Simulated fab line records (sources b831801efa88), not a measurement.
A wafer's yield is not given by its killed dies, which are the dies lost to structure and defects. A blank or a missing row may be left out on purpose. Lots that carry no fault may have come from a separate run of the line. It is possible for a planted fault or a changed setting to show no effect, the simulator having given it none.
Which of the tools did it? :: flow gf180mcu :: 13 lots with 39 wafers sampled at 5 steps, on a route of 602 steps

== WHAT THE GAUGES READ, wafer by wafer ==
GF_V5_BOW_MEAS_05. Usual: V5_BOW typically reads 135 um, with standard deviation 9.5.
lot: L822
measured: day 26 02:43
on: film_metro-04
V5_BOW (um): 133 139 154
flag: 

lot: L824
measured: day 26 22:46
on: film_metro-03
V5_BOW (um): 143 148 159
flag: 

lot: L825
measured: day 27 05:55
on: film_metro-01
V5_BOW (um): 114 108 101
flag: 

lot: L826
measured: day 27 09:50
on: film_metro-01
V5_BOW (um): 110 113 113
flag: 

lot: L827
measured: day 27 17:50
on: film_metro-01
V5_BOW (um): 128 132 134
flag: 

lot: L828
measured: day 28 04:28
on: film_metro-01
V5_BOW (um): 146 137 131
flag: 

lot: L835
measured: day 30 03:56
on: film_metro-01
V5_BOW (um): 122 114 127
flag: 

lot: L836
measured: day 30 12:20
on: film_metro-03
V5_BOW (um): 144 149 137
flag: 

lot: L838
measured: day 30 22:08
on: film_metro-03
V5_BOW (um): 135 122 125
flag: 

lot: L839
measured: day 31 15:40
on: film_metro-01
V5_BOW (um): 130 140 136
flag: 

lot: L840
measured: day 31 15:47
on: film_metro-01
V5_BOW (um): 133 121 127
flag: 

lot: L845
measured: day 32 22:37
on: film_metro-01
V5_BOW (um): 148 138 136
flag: 

lot: L844
measured: day 33 01:35
on: film_metro-03
V5_BOW (um): 123 132 149
flag: 

GF_V5_CD_MEAS_14: target cd 260 nm. Usual: cd_nm reads 259.9 nm (standard deviation 1.1).
lot: L822
measured: day 26 23:39
on: cd_sem-02
cd_nm (nm): 258.6 258.5 260.0
flag: 

lot: L824
measured: day 27 18:38
on: cd_sem-02
cd_nm (nm): 258.9 257.8 258.9
flag: 

lot: L825
measured: day 28 02:22
on: cd_sem-02
cd_nm (nm): 260.8 260.6 259.8
flag: 

lot: L826
measured: day 28 05:39
on: cd_sem-01
cd_nm (nm): 260.5 261.6 260.8
flag: 

lot: L827
measured: day 28 13:17
on: cd_sem-02
cd_nm (nm): 260.1 260.0 262.1
flag: 

lot: L828
measured: day 29 00:17
on: cd_sem-01
cd_nm (nm): 258.9 258.5 259.4
flag: 

lot: L835
measured: day 30 21:59
on: cd_sem-01
cd_nm (nm): 262.1 262.6 260.8
flag: 

lot: L836
measured: day 31 06:34
on: cd_sem-02
cd_nm (nm): 261.2 258.8 259.8
flag: 

lot: L838
measured: day 31 15:34
on: cd_sem-02
cd_nm (nm): 260.3 260.8 261.6
flag: 

lot: L839
measured: day 32 08:35
on: cd_sem-01
cd_nm (nm): 260.3 259.8 260.1
flag: 

lot: L840
measured: day 32 08:40
on: cd_sem-02
cd_nm (nm): 259.7 260.3 260.3
flag: 

lot: L845
measured: day 33 13:56
on: cd_sem-01
cd_nm (nm): 261.0 259.2 259.6
flag: 

lot: L844
measured: day 33 16:46
on: cd_sem-01
cd_nm (nm): 259.2 259.4 260.2
flag: 

GF_V5_OVL_MEAS_15. Usual: V5_OVL typically reads -2 nm, with standard deviation 4.2.
lot: L822
measured: day 26 23:46
on: overlay-02
V5_OVL (nm): -2 -1 4
flag: 

lot: L824
measured: day 27 18:46
on: overlay-01
V5_OVL (nm): -5 -4 -1
flag: 

lot: L825
measured: day 28 02:29
on: overlay-02
V5_OVL (nm): -10 -8 -7
flag: 

lot: L826
measured: day 28 05:46
on: overlay-02
V5_OVL (nm): -7 0 -7
flag: 

lot: L827
measured: day 28 13:25
on: overlay-01
V5_OVL (nm): -1 -7 -6
flag: 

lot: L828
measured: day 29 00:23
on: overlay-01
V5_OVL (nm): 1 4 1
flag: 

lot: L835
measured: day 30 22:06
on: overlay-02
V5_OVL (nm): -1 0 -5
flag: 

lot: L836
measured: day 31 06:41
on: overlay-01
V5_OVL (nm): -6 1 1
flag: 

lot: L838
measured: day 31 15:41
on: overlay-01
V5_OVL (nm): -3 2 -1
flag: 

lot: L839
measured: day 32 08:43
on: overlay-02
V5_OVL (nm): -2 -2 0
flag: 

lot: L840
measured: day 32 08:47
on: overlay-01
V5_OVL (nm): -4 4 -2
flag: 

lot: L845
measured: day 33 14:04
on: overlay-01
V5_OVL (nm): -1 5 -1
flag: 

lot: L844
measured: day 33 16:51
on: overlay-01
V5_OVL (nm): -1 -1 -2
flag: 

== EACH LOT AND THE TOOL THAT RAN IT (in order: tool; ch and the chambers of the sampled wafers; start) ==
lot: L822
GF_V4_SPUTTER_22: pvd_sputter-02, day 24 04:55
GF_V5_CVD_02: pecvd-02 ch 0,1,2, day 26 02:15

lot: L824
GF_V4_SPUTTER_22: pvd_sputter-04, day 25 01:45
GF_V5_CVD_02: pecvd-02 ch 0,2, day 26 22:18

lot: L825
GF_V4_SPUTTER_22: pvd_sputter-01, day 25 10:05
GF_V5_CVD_02: pecvd-02 ch 0,1,2, day 27 05:26

lot: L826
GF_V4_SPUTTER_22: pvd_sputter-01, day 25 13:04
GF_V5_CVD_02: pecvd-02 ch 1,2, day 27 09:13

lot: L827
GF_V4_SPUTTER_22: pvd_sputter-01, day 25 21:19
GF_V5_CVD_02: pecvd-01 ch 0,1, day 27 17:20

lot: L828
GF_V4_SPUTTER_22: pvd_sputter-04, day 26 08:03
GF_V5_CVD_02: pecvd-04 ch 0,1,2, day 28 03:58

lot: L835
GF_V4_SPUTTER_22: pvd_sputter-01, day 28 10:07
GF_V5_CVD_02: pecvd-01 ch 0,2, day 30 03:26

lot: L836
GF_V4_SPUTTER_22: pvd_sputter-02, day 28 19:31
GF_V5_CVD_02: pecvd-02 ch 0,1,2, day 30 11:52

lot: L838
GF_V4_SPUTTER_22: pvd_sputter-02, day 29 05:38
GF_V5_CVD_02: pecvd-02 ch 0,1,2, day 30 21:17

lot: L839
GF_V4_SPUTTER_22: pvd_sputter-01, day 30 01:10
GF_V5_CVD_02: pecvd-04 ch 0,1,2, day 31 15:07

lot: L840
GF_V4_SPUTTER_22: pvd_sputter-02, day 30 01:25
GF_V5_CVD_02: pecvd-01 ch 0,1,2, day 31 15:11

lot: L845
GF_V4_SPUTTER_22: pvd_sputter-02, day 31 10:11
GF_V5_CVD_02: pecvd-02 ch 0,1,2, day 32 22:04

lot: L844
GF_V4_SPUTTER_22: pvd_sputter-01, day 31 13:46
GF_V5_CVD_02: pecvd-02 ch 1,2, day 33 01:03
- GF_V4_SPUTTER_22: material TiN, target thk 10 nm, time 40 s.
- GF_V5_CVD_02: deposits SiO2 from TEOS, target thk 1450 nm, time 163.28 s.

== AS READ BY THE TOOLS THEMSELVES (means over the sampled wafers that have a number; for cases with no such wafer, the mark the record gives instead) ==
GF_V4_SPUTTER_22. Usual: throttle_valve_pct reads 30.0 % (standard deviation 0.83).
lot: L822
tool: pvd_sputter-02
throttle_valve_pct (%): 30.1
flag: 

lot: L824
tool: pvd_sputter-04
throttle_valve_pct (%): 29.6
flag: 

lot: L825
tool: pvd_sputter-01
throttle_valve_pct (%): 29.8
flag: 

lot: L826
tool: pvd_sputter-01
throttle_valve_pct (%): 29.8
flag: 

lot: L827
tool: pvd_sputter-01
throttle_valve_pct (%): 29.9
flag: 

lot: L828
tool: pvd_sputter-04
throttle_valve_pct (%): 29.9
flag: 

lot: L835
tool: pvd_sputter-01
throttle_valve_pct (%): 29.6
flag: 

lot: L836
tool: pvd_sputter-02
throttle_valve_pct (%): 31.1
flag: 

lot: L838
tool: pvd_sputter-02
throttle_valve_pct (%): 30.8
flag: 

lot: L839
tool: pvd_sputter-01
throttle_valve_pct (%): 29.8
flag: 

lot: L840
tool: pvd_sputter-02
throttle_valve_pct (%): 30.6
flag: 

lot: L845
tool: pvd_sputter-02
throttle_valve_pct (%): 30.0
flag: 

lot: L844
tool: pvd_sputter-01
throttle_valve_pct (%): 30.1
flag: 

GF_V5_CVD_02. Usual: heater_power_outer_w 348 W, standard deviation 59; heater_power_w 610 W, standard deviation 75.
lot: L822
tool: pecvd-02
heater_power_outer_w (W): 398
heater_power_w (W): 681
flag: 

lot: L824
tool: pecvd-02
heater_power_outer_w (W): 371
heater_power_w (W): 642
flag: 

lot: L825
tool: pecvd-02
heater_power_outer_w (W): -
heater_power_w (W): -
flag: OFF

lot: L826
tool: pecvd-02
heater_power_outer_w (W): -
heater_power_w (W): -
flag: OFF

lot: L827
tool: pecvd-01
heater_power_outer_w (W): 279
heater_power_w (W): 541
flag: 

lot: L828
tool: pecvd-04
heater_power_outer_w (W): 374
heater_power_w (W): 641
flag: 

lot: L835
tool: pecvd-01
heater_power_outer_w (W): 347
heater_power_w (W): 615
flag: 

lot: L836
tool: pecvd-02
heater_power_outer_w (W): 349
heater_power_w (W): 625
flag: 

lot: L838
tool: pecvd-02
heater_power_outer_w (W): 335
heater_power_w (W): 604
flag: 

lot: L839
tool: pecvd-04
heater_power_outer_w (W): 387
heater_power_w (W): 648
flag: 

lot: L840
tool: pecvd-01
heater_power_outer_w (W): 289
heater_power_w (W): 536
flag: 

lot: L845
tool: pecvd-02
heater_power_outer_w (W): 341
heater_power_w (W): 619
flag: 

lot: L844
tool: pecvd-02
heater_power_outer_w (W): 355
heater_power_w (W): 640
flag: 

== THE ANSWER, worked out from the rows above alone ==
Rule: take the mean of a lot's wafers that have a number; if it is more than 3 standard deviations from the usual mean, the lot is off. A lot without any number at a reading at which 4 lots or more have one is off too. All remaining lots with rows at the step are treated as sound. After the gauges, taken in route order, come the tools' own readings; for these a lot's mean is taken, as printed above. At the first step where some lot is off, the reading lying furthest off is the one used; lots without a number count as furthest.
Off at GF_V5_CVD_02 (heater_power_outer_w): L825, L826. Without a number there: L825, L826.
A tool fits if, at that step or a process step before it, it ran every lot that is off, and no sound lot after the first of them. No candidate that was tried fits.

== WHAT HAD BEEN PUT IN BY THE SIMULATOR ==
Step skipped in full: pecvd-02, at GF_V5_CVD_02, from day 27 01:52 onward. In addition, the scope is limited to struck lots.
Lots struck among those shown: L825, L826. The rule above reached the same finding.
